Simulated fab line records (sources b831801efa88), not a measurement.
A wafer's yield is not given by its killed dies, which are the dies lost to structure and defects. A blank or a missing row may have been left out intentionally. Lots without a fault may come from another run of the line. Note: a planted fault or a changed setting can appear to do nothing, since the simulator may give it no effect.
fab line records	flow sfq_line
[record] lots = 5	wafers = 15	last_day = 92
route steps=325 shown R5@224 I5@228 C5@240 M6@251
lots that met no fault: from a run of the same line without faults
start_h: hours from the record's first day to the start of the lot's first wafer shown	wait_h: hours elapsed since this lot's preceding step	" the same as in the row above	L1.1+2: a row that stands for several wafers	- either no value or no given start	* or withheld: withheld	< > ~ a bound
route shown NAME@n: NAME is a module with steps in the file, n the number in the route of the first one	usual: mean and standard deviation over wafers with no fault	same: alike in all rows	chamber/n: place in a boat	sites: readings site by site	_std_site: the standard deviation of these	_edge_site: outer sites' mean less inner sites'	radius_mm: how far each site lies from the wafer's centre	mask NAME#n: copy n	behind: tool/chamber where the wafer was last shaped	hold: what put the lot on hold/how long, in hours/how the hold closed	device: whichever transistor did not switch (one of n, p or np)	end of line: tests run on the same wafers once the route is complete	step lacking rows: just its recipe	killed: count of dies lost to structure and defects at first sort (not the wafer's yield)	map: dies across one wafer; x = killed, . = not, _ = none there
set.NAME: setting as actually run; set.NAME@STEP: the setting as run at that earlier step	model.NAME: the simulator's own value behind a step, which no gauge read
lots at selected steps of the route; one table per step, one row per wafer
services: the hour from which a tool's chamber was out of use, counted from the record's first day as start_h (under 0 if before that day), plus the number of hours and why
[[steps]]
[step SFQ_TRILAYER_R5_BARC_OPEN_METAL_ETCH_177]
[recipe] mask_material = PR	chemistry = O2	target_depth_nm = 125	target = BARC	icp_w = 600	bias_w = 80	pressure_mtorr = 10	time_s = 41.7
[usual] drypump_motor_current_A = 6.2/0.46	oes_product_au = 0.685/0.0049
lot.wafer	tool	chamber	start_h	wait_h	drypump_motor_current_A	oes_product_au	rf_hours_counter_h
L078.1	rie_metal-03	1	1545.88	0.0	6.3	0.680	67
L078.2	"	0	"	"	5.4	0.690	108
L078.3	"	0	"	"	5.4	0.680	-
L081.3	rie_metal-02	1	1559.35	0.0	6.8	0.689	-
L081.4	"	0	"	"	6.4	0.682	-
L081.6	"	1	"	"	6.8	0.678	-
L088.2	rie_metal-04	1	1601.84	0.0	6.2	0.680	120
L088.5	"	0	"	"	5.7	0.678	-
L088.6	"	1	"	"	6.2	0.680	-
L093.1	rie_metal-02	1	1697.39	0.0	6.8	0.687	83
L093.2	"	0	"	"	6.4	0.689	27
L093.3	"	0	"	"	6.4	0.689	-
L094.1	rie_metal-03	1	1699.79	0.0	6.3	0.687	85
L094.3	"	1	"	"	6.3	0.691	-
L094.6	"	0	"	"	5.4	0.680	-
[step SFQ_TRILAYER_R5_ETCH_METAL_ETCH_139]
[recipe] stop_on = SiO2	mask_material = PR	chemistry = Cl2	target_depth_nm = 60	icp_w = 600	bias_w = 80	pressure_mtorr = 10	time_s = 40
[usual] drypump_motor_current_A = 6.3/0.47	oes_product_au = 0.989/0.0052
lot.wafer	tool	chamber	start_h	wait_h	drypump_motor_current_A	oes_product_au	rf_hours_counter_h
L078.1	rie_metal-03	1	1545.94	0.0	6.3	0.984	67
L078.2	"	0	"	"	5.4	0.991	108
L078.3	"	0	"	"	5.4	0.986	-
L081.3	rie_metal-02	1	1559.41	0.0	6.8	0.994	-
L081.4	"	0	"	"	6.4	0.991	-
L081.6	"	1	"	"	6.8	0.995	-
L088.2	rie_metal-04	1	1601.90	0.0	6.3	0.989	120
L088.5	"	0	"	"	5.6	0.988	-
L088.6	"	1	"	"	6.3	0.993	-
L093.1	rie_metal-02	1	1697.45	0.0	6.8	0.996	83
L093.2	"	0	"	"	6.4	0.990	27
L093.3	"	0	"	"	6.4	0.985	-
L094.1	rie_metal-03	1	1699.85	0.0	6.3	0.986	85
L094.3	"	1	"	"	6.3	0.988	-
L094.6	"	0	"	"	5.4	0.996	-
[step SFQ_TRILAYER_R5_STRIP_STRIP_140]
[recipe] gas = O2	power_w = 200	platen_temp_c = 40	overash_fraction = 0.65	chemistry = O2	pressure_mtorr = 50
[usual] drypump_motor_current_A = 6.2/0.46	oes_product_au = 0.998/0.0076
[same] overash_fraction = 0.65
lot.wafer	tool	chamber	start_h	wait_h	drypump_motor_current_A	oes_product_au	rf_hours_counter_h
L078.1	rie_metal-03	1	1546.00	0.0	6.3	0.985	67
L078.2	"	0	"	"	5.5	0.996	109
L078.3	"	0	"	"	5.4	0.995	-
L081.3	rie_metal-02	1	1559.65	0.2	6.8	1.003	-
L081.4	"	0	"	"	6.4	1.001	-
L081.6	"	1	"	"	6.8	0.998	-
L088.2	rie_metal-04	1	1601.96	0.0	6.3	1.005	120
L088.5	"	0	"	"	5.6	1.000	-
L088.6	"	1	"	"	6.3	0.997	-
L093.1	rie_metal-02	1	1697.51	0.0	6.8	0.997	83
L093.2	"	0	"	"	6.4	1.003	27
L093.3	"	0	"	"	6.4	1.000	-
L094.1	rie_metal-03	1	1699.91	0.0	6.3	0.989	85
L094.3	"	1	"	"	6.3	0.985	-
L094.6	"	0	"	"	5.4	0.988	-
[step SFQ_TRILAYER_R5_STRIP_SOLV_CLEAN_141]
[recipe] chemistry = NMP	temp_c = 70	time_s = 600
[usual] bath_heat_duty_pct = 13.2/1.5
lot.wafer	tool	chamber	start_h	wait_h	bath_heat_duty_pct
L078.1	wet_bench-01	2	1546.60	0.4	14.8
L078.2	"	0	"	"	13.8
L078.3	"	7	"	"	12.6
L081.3	wet_bench-01	4	1560.05	0.2	13.5
L081.4	"	5	"	"	12.5
L081.6	"	2	"	"	15.6
L088.2	wet_bench-01	7	1602.56	0.4	11.6
L088.5	"	2	"	"	14.2
L088.6	"	5	"	"	13.7
L093.1	wet_bench-01	7	1698.11	0.4	11.9
L093.2	"	4	"	"	14.6
L093.3	"	1	"	"	12.6
L094.1	wet_bench-01	7	1700.51	0.4	12.9
L094.3	"	0	"	"	12.7
L094.6	"	5	"	"	13.3
[step SFQ_TRILAYER_A5C_DEP_PECVD_142]
[recipe] material = SiO2	temp_c = 150	time_s = 15.556	pressure_torr = 2.4	rf_w = 183.3	precursor = SiH4/N2O	target_thk_nm = 70
[usual] heater_power_w = 83/13	throttle_valve_pct = 24.5/1.4
lot.wafer	tool	chamber	start_h	wait_h	heater_power_w	throttle_valve_pct
L078.1	pecvd-02	1	1546.78	0.0	71	26.7
L078.2	"	0	"	"	107	26.5
L078.3	"	2	"	"	74	24.5
L081.3	pecvd-01	0	1560.22	0.0	86	23.9
L081.4	"	2	"	"	78	23.3
L081.6	"	1	"	"	97	23.2
L088.2	pecvd-02	0	1602.73	0.0	109	26.7
L088.5	"	0	"	"	107	26.5
L088.6	"	1	"	"	65	27.0
L093.1	pecvd-01	0	1698.28	0.0	86	24.2
L093.2	"	2	"	"	87	23.3
L093.3	"	1	"	"	83	23.1
L094.1	pecvd-02	0	1700.68	0.0	110	23.6
L094.3	"	2	"	"	76	22.2
L094.6	"	0	"	"	111	23.4
[step SFQ_TRILAYER_I5_LITHO_COAT_149]
[recipe] resist = BARC	spin_rpm = 3000	resist_thk_nm = 62
lot.wafer	tool	chamber	start_h	wait_h
L078.1+2+3	litho_track-04	0	1546.80	0.0
L081.3+4+6	litho_track-04	0	1560.35	0.1
L088.2+5+6	litho_track-04	0	1602.81	0.1
L093.1+2+3	litho_track-01	0	1698.31	0.0
L094.1+3+6	litho_track-03	0	1700.71	0.0
[step SFQ_TRILAYER_I5_LITHO_COAT_144]
[recipe] resist = KrF	spin_rpm = 3000	resist_thk_nm = 650
lot.wafer	tool	chamber	start_h	wait_h
L078.1+2+3	litho_track-04	0	1547.10	0.2
L081.3+4+6	litho_track-04	0	1560.65	0.2
L088.2+5+6	litho_track-04	0	1603.11	0.2
L093.1+2+3	litho_track-01	0	1698.61	0.2
L094.1+3+6	litho_track-03	0	1701.01	0.2
[step SFQ_TRILAYER_I5_LITHO_SOFTBAKE_148]
[recipe] temp_c = withheld	time_s = withheld	resist = KrF
lot.wafer	tool	chamber	start_h	wait_h
L078.1+2+3	litho_track-04	0	1547.40	0.2
L081.3+4+6	litho_track-04	0	1560.90	0.2
L088.2+5+6	litho_track-04	0	1603.38	0.2
L093.1+2+3	litho_track-01	0	1698.91	0.2
L094.1+3+6	litho_track-03	0	1701.31	0.2
[step SFQ_TRILAYER_I5_LITHO_EXPOSE_145]
[recipe] mask_id = I5	na = 0.6	source_shape = conventional	sigma_outer = 0.65	target_cd_nm = 700	dose_mj = 21.3
lot.wafer	tool	chamber	start_h	wait_h	mask
L078.1+2+3	krf_scanner-01	0	1661.06	-	I5#0
L081.3+4+6	krf_scanner-01	0	1672.26	-	I5#0
L088.2+5+6	krf_scanner-02	0	1699.82	-	I5#0
L093.1+2+3	krf_scanner-02	0	1794.66	-	I5#0
L094.1+3+6	krf_scanner-02	0	1795.86	-	I5#0
[step SFQ_TRILAYER_I5_LITHO_PEB_147]
[recipe] peb_temp_c = 115	peb_time_s = 60	resist = KrF
[usual] plate_temp_C = 114.99/0.12
lot.wafer	tool	chamber	start_h	wait_h	plate_temp_C
L078.1	litho_track-01	0	1662.26	1.0	114.96
L078.2	"	0	"	"	114.95
L078.3	"	0	"	"	114.87
L081.3	litho_track-04	0	1673.11	0.7	114.92
L081.4	"	0	"	"	114.90
L081.6	"	0	"	"	115.15
L088.2	litho_track-04	0	1700.84	0.8	115.15
L088.5	"	0	"	"	115.00
L088.6	"	0	"	"	115.08
L093.1	litho_track-03	0	1795.86	1.0	114.99
L093.2	"	0	"	"	115.10
L093.3	"	0	"	"	115.05
L094.1	litho_track-01	0	1797.06	1.0	114.99
L094.3	"	0	"	"	114.79
L094.6	"	0	"	"	114.67
[step SFQ_TRILAYER_I5_LITHO_DEVELOP_146]
[recipe] time_s = 60	resist = KrF
lot.wafer	tool	chamber	start_h	wait_h
L078.1+2+3	litho_track-01	0	1662.41	0.1
L081.3+4+6	litho_track-04	0	1673.26	0.1
L088.2+5+6	litho_track-04	0	1700.99	0.1
L093.1+2+3	litho_track-03	0	1796.01	0.1
L094.1+3+6	litho_track-01	0	1797.21	0.1
[step SFQ_I5_OVL_MEAS_936]
[usual] I5_OVL = 4/5.7
lot.wafer	tool	chamber	start_h	wait_h	I5_OVL[nm]
L078.1	overlay-02	-	1662.56	0.1	5
L078.2	"	-	"	"	3
L078.3	"	-	"	"	-2
L081.3	overlay-01	-	1673.37	0.1	9
L081.4	"	-	"	"	3
L081.6	"	-	"	"	2
L088.2	overlay-01	-	1701.13	0.1	7
L088.5	"	-	"	"	-1
L088.6	"	-	"	"	9
L093.1	overlay-02	-	1796.16	0.1	5
L093.2	"	-	"	"	10
L093.3	"	-	"	"	3
L094.1	overlay-01	-	1797.36	0.1	-3
L094.3	"	-	"	"	-4
L094.6	"	-	"	"	7
[step SFQ_TRILAYER_I5_BARC_OPEN_VIA_ETCH_200]
[recipe] mask_material = PR	chemistry = O2	target_depth_nm = 125	target = BARC	source_w = 500	bias_w = 80	pressure_mtorr = 30	time_s = 41.7
[usual] drypump_motor_current_A = 5.8/0.49	oes_product_au = 0.686/0.0045
lot.wafer	tool	chamber	start_h	wait_h	drypump_motor_current_A	oes_product_au	rf_hours_counter_h
L078.1	rie_diel-04	3	1662.59	0.0	6.3	0.686	15
L078.2	"	0	"	"	5.9	0.684	11
L078.3	"	2	"	"	5.4	0.683	9
L081.3	rie_diel-01	2	1673.39	0.0	5.1	0.691	2
L081.4	"	0	"	"	5.8	0.679	5
L081.6	"	2	"	"	5.1	0.690	-
L088.2	rie_diel-03	2	1701.16	0.0	6.3	0.687	2
L088.5	"	3	"	"	4.9	0.687	-
L088.6	"	0	"	"	5.7	0.673	-
L093.1	rie_diel-04	2	1796.19	0.0	5.4	0.689	11
L093.2	"	1	"	"	5.7	0.686	11
L093.3	"	0	"	"	5.9	0.691	13
L094.1	rie_diel-01	2	1797.39	0.0	5.1	0.682	4
L094.3	"	3	"	"	6.6	0.688	14
L094.6	"	0	"	"	5.8	0.687	-
[step SFQ_TRILAYER_I5_ETCH_VIA_ETCH_147]
[recipe] stop_on = Nb	mask_material = PR	chemistry = CHF3	target_depth_nm = 360	source_w = 500	bias_w = 80	pressure_mtorr = 30	time_s = withheld
[usual] drypump_motor_current_A = 5.8/0.49	oes_product_au = 0.990/0.0052
lot.wafer	tool	chamber	start_h	wait_h	drypump_motor_current_A	oes_product_au
L078.1	rie_diel-04	3	1662.63	0.0	6.3	0.991
L078.2	"	0	"	"	5.8	0.985
L078.3	"	2	"	"	5.3	0.991
L081.3	rie_diel-01	2	1673.43	0.0	5.1	0.990
L081.4	"	0	"	"	5.8	0.999
L081.6	"	2	"	"	5.1	0.991
L088.2	rie_diel-03	2	1701.20	0.0	6.3	0.990
L088.5	"	3	"	"	4.9	0.985
L088.6	"	0	"	"	5.7	0.996
L093.1	rie_diel-04	2	1796.23	0.0	5.4	0.982
L093.2	"	1	"	"	5.6	0.990
L093.3	"	0	"	"	5.8	0.987
L094.1	rie_diel-01	2	1797.43	0.0	5.1	0.988
L094.3	"	3	"	"	6.6	0.987
L094.6	"	0	"	"	5.8	0.976
[step SFQ_TRILAYER_I5_STRIP_STRIP_148]
[recipe] gas = O2	power_w = 200	platen_temp_c = 40	overash_fraction = 0.65	chemistry = O2	pressure_mtorr = 50
[usual] drypump_motor_current_A = 6.1/0.44	oes_product_au = 0.999/0.0066
[same] overash_fraction = 0.65
lot.wafer	tool	chamber	start_h	wait_h	drypump_motor_current_A	oes_product_au	rf_hours_counter_h
L078.1	rie_metal-02	1	1662.78	-	6.8	1.004	79
L078.2	"	0	"	"	6.4	1.010	23
L078.3	"	1	"	"	6.8	1.005	-
L081.3	rie_metal-03	0	1673.78	-	5.4	0.995	-
L081.4	"	1	"	"	6.3	0.994	-
L081.6	"	0	"	"	5.5	0.995	-
L088.2	rie_metal-03	1	1701.35	-	6.3	1.005	85
L088.5	"	0	"	"	5.4	0.998	-
L088.6	"	1	"	"	6.3	0.996	-
L093.1	rie_metal-03	1	1796.38	-	6.3	0.992	103
L093.2	"	1	"	"	6.3	0.994	-
L093.3	"	1	"	"	6.3	0.988	-
L094.1	rie_metal-02	1	1797.58	-	6.8	1.006	100
L094.3	"	0	"	"	6.3	1.004	-
L094.6	"	1	"	"	6.8	1.008	-
[step SFQ_TRILAYER_I5_STRIP_SOLV_CLEAN_149]
[recipe] chemistry = NMP	temp_c = 70	time_s = 600
[usual] bath_heat_duty_pct = 13.6/1.7
lot.wafer	tool	chamber	start_h	wait_h	bath_heat_duty_pct
L078.1	wet_bench-04	7	1663.38	0.4	13.9
L078.2	"	0	"	"	12.0
L078.3	"	5	"	"	16.6
L081.3	wet_bench-03	6	1674.18	0.2	14.0
L081.4	"	0	"	"	12.9
L081.6	"	7	"	"	14.1
L088.2	wet_bench-04	0	1701.95	0.4	12.3
L088.5	"	7	"	"	13.5
L088.6	"	6	"	"	15.1
L093.1	wet_bench-03	4	1797.58	1.0	13.5
L093.2	"	1	"	"	12.9
L093.3	"	5	"	"	12.2
L094.1	wet_bench-02	2	1798.18	0.4	11.0
L094.3	"	0	"	"	13.0
L094.6	"	7	"	"	13.0
[step SFQ_TRILAYER_C5_LITHO_COAT_156]
[recipe] resist = BARC	spin_rpm = 3000	resist_thk_nm = 62
lot.wafer	tool	chamber	start_h	wait_h
L078.1+2+3	litho_track-01	0	1663.56	0.0
L081.3+4+6	litho_track-04	0	1674.46	0.1
L088.2+5+6	litho_track-02	0	1702.17	0.1
L093.1+2+3	litho_track-02	0	1797.76	0.0
L094.1+3+6	litho_track-01	0	1798.36	0.0
[step SFQ_TRILAYER_C5_LITHO_COAT_151]
[recipe] resist = KrF	spin_rpm = 3000	resist_thk_nm = 650
lot.wafer	tool	chamber	start_h	wait_h
L078.1+2+3	litho_track-01	0	1663.86	0.2
L081.3+4+6	litho_track-04	0	1674.76	0.2
L088.2+5+6	litho_track-02	0	1702.47	0.2
L093.1+2+3	litho_track-02	0	1798.06	0.2
L094.1+3+6	litho_track-01	0	1798.66	0.2
[step SFQ_TRILAYER_C5_LITHO_SOFTBAKE_155]
[recipe] temp_c = withheld	time_s = withheld	resist = KrF
lot.wafer	tool	chamber	start_h	wait_h
L078.1+2+3	litho_track-01	0	1664.16	0.2
L081.3+4+6	litho_track-04	0	1675.01	0.2
L088.2+5+6	litho_track-02	0	1702.75	0.2
L093.1+2+3	litho_track-02	0	1798.36	0.2
L094.1+3+6	litho_track-01	0	1798.96	0.2
[step SFQ_TRILAYER_C5_LITHO_EXPOSE_152]
[recipe] mask_id = C5	na = 0.6	source_shape = conventional	sigma_outer = 0.65	target_cd_nm = 500	dose_mj = 21.3
lot.wafer	tool	chamber	start_h	wait_h	mask
L078.1+2+3	krf_scanner-02	0	1764.66	-	C5#0
L081.3+4+6	krf_scanner-02	0	1777.06	-	C5#0
L088.2+5+6	krf_scanner-02	0	1799.66	-	C5#0
L093.1+2+3	krf_scanner-02	0	1859.56	-	C5#0
L094.1+3+6	krf_scanner-02	0	1860.76	-	C5#0
[step SFQ_TRILAYER_C5_LITHO_PEB_154]
[recipe] peb_temp_c = 115	peb_time_s = 60	resist = KrF
[usual] plate_temp_C = 115.01/0.13
lot.wafer	tool	chamber	start_h	wait_h	plate_temp_C
L078.1	litho_track-02	0	1765.86	1.0	115.01
L078.2	"	0	"	"	115.15
L078.3	"	0	"	"	115.08
L081.3	litho_track-02	0	1777.91	0.7	114.86
L081.4	"	0	"	"	115.02
L081.6	"	0	"	"	114.91
L088.2	litho_track-04	0	1800.68	0.8	114.88
L088.5	"	0	"	"	115.00
L088.6	"	0	"	"	114.83
L093.1	litho_track-01	0	1860.76	1.0	115.01
L093.2	"	0	"	"	115.00
L093.3	"	0	"	"	114.85
L094.1	litho_track-02	0	1861.96	1.0	114.87
L094.3	"	0	"	"	114.82
L094.6	"	0	"	"	114.97
[step SFQ_TRILAYER_C5_LITHO_DEVELOP_153]
[recipe] time_s = 60	resist = KrF
lot.wafer	tool	chamber	start_h	wait_h
L078.1+2+3	litho_track-02	0	1766.01	0.1
L081.3+4+6	litho_track-02	0	1778.06	0.1
L088.2+5+6	litho_track-04	0	1800.83	0.1
L093.1+2+3	litho_track-01	0	1860.91	0.1
L094.1+3+6	litho_track-02	0	1862.11	0.1
[step SFQ_C5_OVL_MEAS_937]
[usual] C5_OVL = -2/6.3
lot.wafer	tool	chamber	start_h	wait_h	C5_OVL[nm]
L078.1	overlay-01	-	1766.16	0.1	-4
L078.2	"	-	"	"	-4
L078.3	"	-	"	"	0
L081.3	overlay-01	-	1778.17	0.1	-2
L081.4	"	-	"	"	0
L081.6	"	-	"	"	-3
L088.2	overlay-02	-	1800.96	0.1	-9
L088.5	"	-	"	"	-9
L088.6	"	-	"	"	-3
L093.1	overlay-01	-	1861.06	0.1	-1
L093.2	"	-	"	"	-7
L093.3	"	-	"	"	-3
L094.1	overlay-01	-	1862.26	0.1	-3
L094.3	"	-	"	"	-3
L094.6	"	-	"	"	-5
[step SFQ_TRILAYER_C5_BARC_OPEN_VIA_ETCH_210]
[recipe] mask_material = PR	chemistry = O2	target_depth_nm = 125	target = BARC	source_w = 500	bias_w = 80	pressure_mtorr = 30	time_s = 41.7
[usual] drypump_motor_current_A = 5.9/0.42	oes_product_au = 0.685/0.0047
lot.wafer	tool	chamber	start_h	wait_h	drypump_motor_current_A	oes_product_au	rf_hours_counter_h
L078.1	rie_diel-01	0	1766.19	0.0	5.8	0.691	7
L078.2	"	3	"	"	6.6	0.681	14
L078.3	"	1	"	"	6.2	0.694	20
L081.3	rie_diel-01	1	1778.19	0.0	6.2	0.686	20
L081.4	"	2	"	"	5.1	0.681	4
L081.6	"	1	"	"	6.2	0.678	-
L088.2	rie_diel-04	2	1800.99	0.0	5.3	0.684	12
L088.5	"	0	"	"	5.8	0.688	-
L088.6	"	2	"	"	5.3	0.680	-
L093.1	rie_diel-02	2	1861.09	0.0	5.6	0.690	16
L093.2	"	3	"	"	6.2	0.677	1
L093.3	"	0	"	"	6.2	0.678	0
L094.1	rie_diel-01	0	1862.29	0.0	5.8	0.679	8
L094.3	"	3	"	"	6.6	0.689	15
L094.6	"	2	"	"	5.1	0.690	-
[step SFQ_TRILAYER_C5_ETCH_VIA_ETCH_154]
[recipe] target = SiO2	mask_material = PR	chemistry = CHF3	target_depth_nm = 84	source_w = 500	bias_w = 80	pressure_mtorr = 30	time_s = withheld	stop_on = Nb
[usual] drypump_motor_current_A = 5.9/0.42	oes_product_au = 0.895/0.008
lot.wafer	tool	chamber	start_h	wait_h	drypump_motor_current_A	oes_product_au
L078.1	rie_diel-01	0	1766.23	0.0	5.8	0.891
L078.2	"	3	"	"	6.6	0.890
L078.3	"	1	"	"	6.2	0.889
L081.3	rie_diel-01	1	1778.23	0.0	6.2	0.900
L081.4	"	2	"	"	5.1	0.898
L081.6	"	1	"	"	6.2	0.899
L088.2	rie_diel-04	2	1801.03	0.0	5.4	0.876
L088.5	"	0	"	"	5.9	0.895
L088.6	"	2	"	"	5.3	0.909
L093.1	rie_diel-02	2	1861.13	0.0	5.6	0.888
L093.2	"	3	"	"	6.1	0.901
L093.3	"	0	"	"	6.2	0.888
L094.1	rie_diel-01	0	1862.33	0.0	5.8	0.891
L094.3	"	3	"	"	6.6	0.889
L094.6	"	2	"	"	5.1	0.901
[step SFQ_TRILAYER_C5_STRIP_STRIP_155]
[recipe] gas = O2	power_w = 200	platen_temp_c = 40	overash_fraction = 0.65	chemistry = O2	pressure_mtorr = 50
[usual] drypump_motor_current_A = 5.9/0.33	oes_product_au = 0.998/0.0068
[same] overash_fraction = 0.65
lot.wafer	tool	chamber	start_h	wait_h	drypump_motor_current_A	oes_product_au	rf_hours_counter_h
L078.1	rie_metal-04	0	1766.28	-	5.7	0.998	47
L078.2	"	1	"	"	6.2	0.998	9
L078.3	"	0	"	"	5.6	1.004	-
L081.3	rie_metal-01	1	1778.48	-	5.9	0.995	-
L081.4	"	0	"	"	5.7	1.004	-
L081.6	"	0	"	"	5.7	0.996	-
L088.2	rie_metal-03	1	1801.28	-	6.3	1.002	-
L088.5	"	1	"	"	6.3	1.001	-
L088.6	"	1	"	"	6.3	0.993	-
L093.1	rie_metal-03	0	1861.18	-	5.5	1.000	14
L093.2	"	1	"	"	6.3	0.993	116
L093.3	"	1	"	"	6.3	0.986	-
L094.1	rie_metal-03	0	1862.38	-	5.4	0.998	15
L094.3	"	1	"	"	6.3	0.996	-
L094.6	"	1	"	"	6.3	0.992	-
[step SFQ_TRILAYER_C5_STRIP_SOLV_CLEAN_156]
[recipe] chemistry = NMP	temp_c = 70	time_s = 600
[usual] bath_heat_duty_pct = 13.2/1.7
lot.wafer	tool	chamber	start_h	wait_h	bath_heat_duty_pct
L078.1	wet_bench-03	5	1766.88	0.4	12.0
L078.2	"	1	"	"	13.8
L078.3	"	4	"	"	12.2
L081.3	wet_bench-02	7	1778.88	0.2	12.0
L081.4	"	3	"	"	15.0
L081.6	"	2	"	"	12.5
L088.2	wet_bench-03	6	1802.28	0.8	14.0
L088.5	"	1	"	"	13.6
L088.6	"	3	"	"	11.3
L093.1	wet_bench-01	3	1861.78	0.4	14.4
L093.2	"	2	"	"	14.8
L093.3	"	1	"	"	11.6
L094.1	wet_bench-02	4	1862.98	0.4	12.7
L094.3	"	0	"	"	12.6
L094.6	"	7	"	"	13.5
[step SFQ_TRILAYER_M6_DEP_PRE_CLEAN_158]
[recipe] gas = Ar	time_s = 22.5	bias_v = 250
lot.wafer	tool	chamber	start_h	wait_h
L078.1+2+3	pvd_sputter-05	-	1767.06	0.0
L081.3+4+6	pvd_sputter-03	-	1779.06	0.0
L088.2+5+6	pvd_sputter-03	-	1802.46	0.0
L093.1+2+3	pvd_sputter-05	-	1861.96	0.0
L094.1+3+6	pvd_sputter-03	-	1863.16	0.0
[step SFQ_TRILAYER_M6_DEP_SPUTTER_157]
[recipe] material = Nb	base_pressure_pa = 1.33e-06	chamber_pressure_pa = 0.1333	substrate_temp_c = 20	target_thk_nm = 200	power_w = 2000	time_s = 133.3
[usual] throttle_valve_pct = 29.7/0.8
lot.wafer	tool	chamber	start_h	wait_h	throttle_valve_pct
L078.1	pvd_sputter-05	-	1767.09	0.0	29.8
L078.2	"	-	"	"	31.0
L078.3	"	-	"	"	30.4
L081.3	pvd_sputter-03	-	1779.09	0.0	28.0
L081.4	"	-	"	"	30.2
L081.6	"	-	"	"	29.6
L088.2	pvd_sputter-03	-	1802.49	0.0	30.2
L088.5	"	-	"	"	29.3
L088.6	"	-	"	"	28.2
L093.1	pvd_sputter-05	-	1861.99	0.0	30.2
L093.2	"	-	"	"	29.6
L093.3	"	-	"	"	29.8
L094.1	pvd_sputter-03	-	1863.19	0.0	29.6
L094.3	"	-	"	"	28.3
L094.6	"	-	"	"	28.3
[step SFQ_M6_RS_MEAS_938]
[recipe] thk_meas_gauge = four-point-probe	reads = Nb_of_TRILAYER_M6_DEP_SPUTTER_157
[usual] M6_NB_RS = 0.896/0.0086
lot.wafer	tool	chamber	start_h	wait_h	M6_NB_RS[ohm/sq]
L078.1	film_metro-04	-	1767.18	0.0	0.917
L078.2	"	-	"	"	0.902
L078.3	"	-	"	"	0.903
L081.3	film_metro-03	-	1779.22	0.1	0.899
L081.4	"	-	"	"	0.895
L081.6	"	-	"	"	0.896
L088.2	film_metro-02	-	1802.60	0.1	0.899
L088.5	"	-	"	"	0.900
L088.6	"	-	"	"	0.912
L093.1	film_metro-04	-	1862.08	0.0	0.894
L093.2	"	-	"	"	0.890
L093.3	"	-	"	"	0.895
L094.1	film_metro-02	-	1863.28	0.0	0.888
L094.3	"	-	"	"	0.893
L094.6	"	-	"	"	0.897
[[services]]
tool	chamber	start_h	hours	kind
rie_diel-04	2	1523.78	4.5	repair
wet_bench-01	-	1525.44	1.9	pm
krf_scanner-02	-	1541.12	1.0	pm
krf_scanner-02	-	1551.13	0.8	pm
krf_scanner-02	-	1552.02	0.6	repair
pvd_sputter-03	-	1556.54	5.2	repair
rie_metal-03	-	1625.62	2.8	pm
rie_diel-01	0	1655.41	5.1	repair
krf_scanner-02	-	1678.12	3.0	repair
krf_scanner-02	-	1681.16	1.3	pm
rie_diel-01	1	1705.11	4.1	repair
krf_scanner-02	-	1710.42	1.0	pm
krf_scanner-02	-	1719.82	0.8	pm
rie_metal-02	-	1719.87	0.2	repair
krf_scanner-02	-	1720.57	0.8	pm
krf_scanner-02	-	1720.67	0.8	repair
rie_metal-03	-	1772.94	0.4	repair
rie_metal-03	0	1795.07	17.4	repair
rie_diel-01	-	1800.51	1.2	repair
rie_metal-02	0	1816.86	16.9	repair
rie_metal-03	-	1822.11	0.4	repair
rie_metal-02	-	1832.20	5.5	repair
rie_diel-01	0	1841.60	5.4	repair
krf_scanner-02	-	1857.06	1.3	pm
[[key]]
fault none
